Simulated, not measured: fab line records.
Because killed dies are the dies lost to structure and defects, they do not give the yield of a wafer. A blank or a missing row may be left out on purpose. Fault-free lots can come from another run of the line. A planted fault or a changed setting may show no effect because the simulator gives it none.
A single fault, viewed from 2 desks ; flow gf180mcu ; what lay behind the numbers comes last; until then each desk has only its own

== THE METROLOGY DESK ==
What the gauges read for every lot (on any tool): the sampled wafers with a number, averaged. Marked OUT: a lot whose mean sits more than 4 standard deviations from the usual mean, which makes it out of limits; the brackets give that distance.
Columns: A = V3_CVD_00_THK at GF_V3_THK_MEAS_01, usual 599 nm; B = V3_CVD_02_THK at GF_V3_THK_MEAS_03, usual 853 nm; C = V3_BOW at GF_V3_BOW_MEAS_05, usual 118 um
lot;first seen here;A;B;C
L867;day 21 08:11;597;853;120
L868;day 21 17:40;606;855;120
L869;day 22 01:50;605;860;115
L870;day 22 16:14;600;855;107
L872;day 23 08:05;605;872;114
L874;day 23 23:16;592;868;108
L875;day 24 10:07;593;851;112
L877;day 25 08:37;596;852;115
L878;day 25 13:37;594;844;133
L879;day 26 13:50;504 (-12) OUT;865;112
L880;day 26 21:32;511 (-11) OUT;881;107
L890;day 29 02:24;590;850;124
Finding of this desk: L879, L880 out of limits, first seen on L879 at day 26 13:50 (V3_CVD_00_THK at GF_V3_THK_MEAS_01). Within limits: L867, L868, L869, L870, L872, L874, L875, L877, L878, L890.

== AT THE TOOL OWNER'S DESK: hdpcvd-01 ==
The tool's own readings at GF_V3_CVD_00 (deposits SiO2, target thk 600 nm, time 100 s): means of the sampled wafers that have a number, for each lot that ran on this tool. Marked OUT: a lot whose mean sits more than 4 standard deviations from the usual mean, which makes it out of limits; the brackets give that distance.
Columns: A = sih4_flow_sccm at GF_V3_CVD_00, usual 59.99 sccm
lot;first seen here;A
L868;day 21 17:34;60.00
L874;day 23 23:11;59.95
L875;day 24 10:03;59.90
L877;day 25 08:31;59.71
L879;day 26 13:46;51.18 (-55) OUT
L880;day 26 21:28;51.02 (-56) OUT
This desk's finding: out of limits on L879, L880; first on L879, day 26 13:46 (sih4_flow_sccm at GF_V3_CVD_00). Within limits: L868, L874, L875, L877.

== BROUGHT TOGETHER ==
On L879, L880, at day 26 13:46, an alarm was possible from the tool owner's desk.
The metrology desk could have raised an alarm at day 26 13:50, on L879, L880.
Every lot named ran GF_V3_CVD_00 on hdpcvd-01.

== WHAT THE SIMULATOR HAD INSERTED ==
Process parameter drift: hdpcvd-01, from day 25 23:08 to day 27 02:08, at GF_V3_CVD_00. A move of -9 in setting sih4_flow_sccm, from 60. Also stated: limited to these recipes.
Lots struck among those shown: L879, L880.
Time in hours from fault onset to the first out-of-limits reading at each desk: tool owner's desk 15, metrology desk 15.
